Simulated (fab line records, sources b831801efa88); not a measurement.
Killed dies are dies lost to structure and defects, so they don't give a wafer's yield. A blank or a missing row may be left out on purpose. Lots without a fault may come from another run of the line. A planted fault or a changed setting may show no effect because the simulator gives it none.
Which tool did it? | flow gf180mcu | 11 lots, 33 wafers sampled, at 3 steps of a route of 602

WHAT THE GAUGES READ, wafer by wafer
GF_HV_LDD_TW_MEAS_11.
lot  | measured     | on            | HV_LDD_TW
L724 | day 10 12:08 | film_metro-04 | 2448 2448 2453
L725 | day 10 22:47 | film_metro-04 | 2447 2454 2454
L728 | day 11 15:01 | film_metro-02 | 2422 2420 2428
L729 | day 11 23:49 | film_metro-02 | 2426 2422 2432
L730 | day 12 11:36 | film_metro-04 | 2432 2435 2432
L732 | day 13 01:32 | film_metro-04 | 2452 2451 2438
L739 | day 15 04:53 | film_metro-04 | 1214 1216 1241
L740 | day 15 13:02 | film_metro-04 | 1229 1204 1223
L741 | day 16 01:16 | film_metro-04 | 2431 2439 2434
L744 | day 17 03:05 | film_metro-01 | 2449 2441 2431
L745 | day 17 12:16 | film_metro-02 | 2429 2420 2418

GF_HV_LDD_RS_MEAS_53: measures by four-point-probe.
lot  | measured     | on            | HV_LDD_RS (ohm/sq)
L724 | day 12 21:37 | film_metro-04 | 419.1 419.1 418.0
L725 | day 13 09:30 | film_metro-02 | 417.8 416.7 415.8
L728 | day 14 03:23 | film_metro-04 | 419.0 418.5 418.2
L729 | day 14 12:44 | film_metro-01 | 419.7 418.7 418.9
L730 | day 15 00:58 | film_metro-01 | 421.0 419.6 419.8
L732 | day 15 17:55 | film_metro-02 | 417.9 417.5 417.9
L739 | day 18 00:50 | film_metro-01 | 763.3 764.7 760.4
L740 | day 18 07:13 | film_metro-01 | 761.5 766.1 762.5
L741 | day 18 19:35 | film_metro-01 | 419.4 416.6 418.7
L744 | day 20 00:37 | film_metro-02 | 419.5 418.9 419.0
L745 | day 20 10:28 | film_metro-02 | 417.9 416.9 416.5

WHICH TOOL RAN EACH LOT (tool, then ch and the chambers of the sampled wafers, then the start)
lot  | GF_HV_LDD_IMPLANT_09
L724 | implanter-01 ch 0, day 10 11:54
L725 | implanter-01 ch 0, day 10 22:33
L728 | implanter-01 ch 0, day 11 14:48
L729 | implanter-02 ch 0, day 11 23:35
L730 | implanter-01 ch 0, day 12 11:21
L732 | implanter-01 ch 0, day 13 01:17
L739 | implanter-01 ch 0, day 15 04:38
L740 | implanter-01 ch 0, day 15 12:49
L741 | implanter-04 ch 0, day 16 01:03
L744 | implanter-04 ch 0, day 17 02:50
L745 | implanter-04 ch 0, day 17 12:02
- GF_HV_LDD_IMPLANT_09

WHAT THE TOOLS THEMSELVES READ (means of the sampled wafers that have a number; where no wafer has one, the mark that the record gives instead)
GF_HV_LDD_IMPLANT_09.
lot  | tool         | dose_ions_cm2 | end_station_pressure_torr (Torr) | faraday_current_uA
L724 | implanter-01 | 9.996e+13     | 5.8e-06                          | 555
L725 | implanter-01 | 1.001e+14     | 5.7e-06                          | 563
L728 | implanter-01 | 9.999e+13     | 5.3e-06                          | 569
L729 | implanter-02 | 1.000e+14     | 5.3e-06                          | 560
L730 | implanter-01 | 9.994e+13     | 5.3e-06                          | 570
L732 | implanter-01 | 9.999e+13     | 5.1e-06                          | 583
L739 | implanter-01 | 1.021e+13     | 5.0e-06                          | 57
L740 | implanter-01 | 9.843e+12     | 5.0e-06                          | 56
L741 | implanter-04 | 9.991e+13     | 5.2e-06                          | 557
L744 | implanter-04 | 1.002e+14     | 5.5e-06                          | 568
L745 | implanter-04 | 9.989e+13     | 5.4e-06                          | 565

THE ANSWER, worked out from the rows above alone
Rule: what is usual is taken from the lots themselves. Put in order of their means at a reading, lots are off if they are a third of the lots or fewer, leave a main group of 4 or more, and stand apart from it by a gap of 3 or more times the standard deviation of the main group's means; of several such gaps the widest counts. A main group whose means are all the same, to the digits that the tables above print for the reading, isn't used. A lot without any number at a reading at which 4 lots or more have one is off too. The other lots that the step has rows for count as sound. The gauges are gone through in route order, then the tools' own readings, and for those a lot's mean is taken as printed above. The first step at which some lot is off is used, and at that step the reading that is off furthest; a lot without a number counts as furthest.
Off: L739, L740, at GF_HV_LDD_TW_MEAS_11 (HV_LDD_TW). The main group: mean 2437, standard deviation 11.
A tool fits if, at a process step before that reading, it ran every lot that is off, and no sound lot after the first of them. The gauges at GF_HV_LDD_TW_MEAS_11 aren't tried: what is off there is off at GF_HV_LDD_RS_MEAS_53 too, on other tools, and a gauge's error can't cause that. One fits: implanter-01 at GF_HV_LDD_IMPLANT_09. Its last sound lot is L732 (day 13 01:17), its first lot that is off L739 (day 15 04:38): a fault that began between those two fits.
The tool's own readings at GF_HV_LDD_IMPLANT_09 bear it out: on the lots that are off they differ by more than 5 times the standard deviation of the sound lots' means. dose_ions_cm2 reads 1.003e+13 there against 1.000e+14 on the sound lots; faraday_current_uA reads 56 there against 566 on the sound lots.

WHAT THE SIMULATOR HAD PUT IN
Process parameter drift: implanter-01, from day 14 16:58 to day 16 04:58, at GF_HV_LDD_IMPLANT_09. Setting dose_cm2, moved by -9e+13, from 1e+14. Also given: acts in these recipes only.
Lots struck among those shown: L739, L740. The rule above found the same.
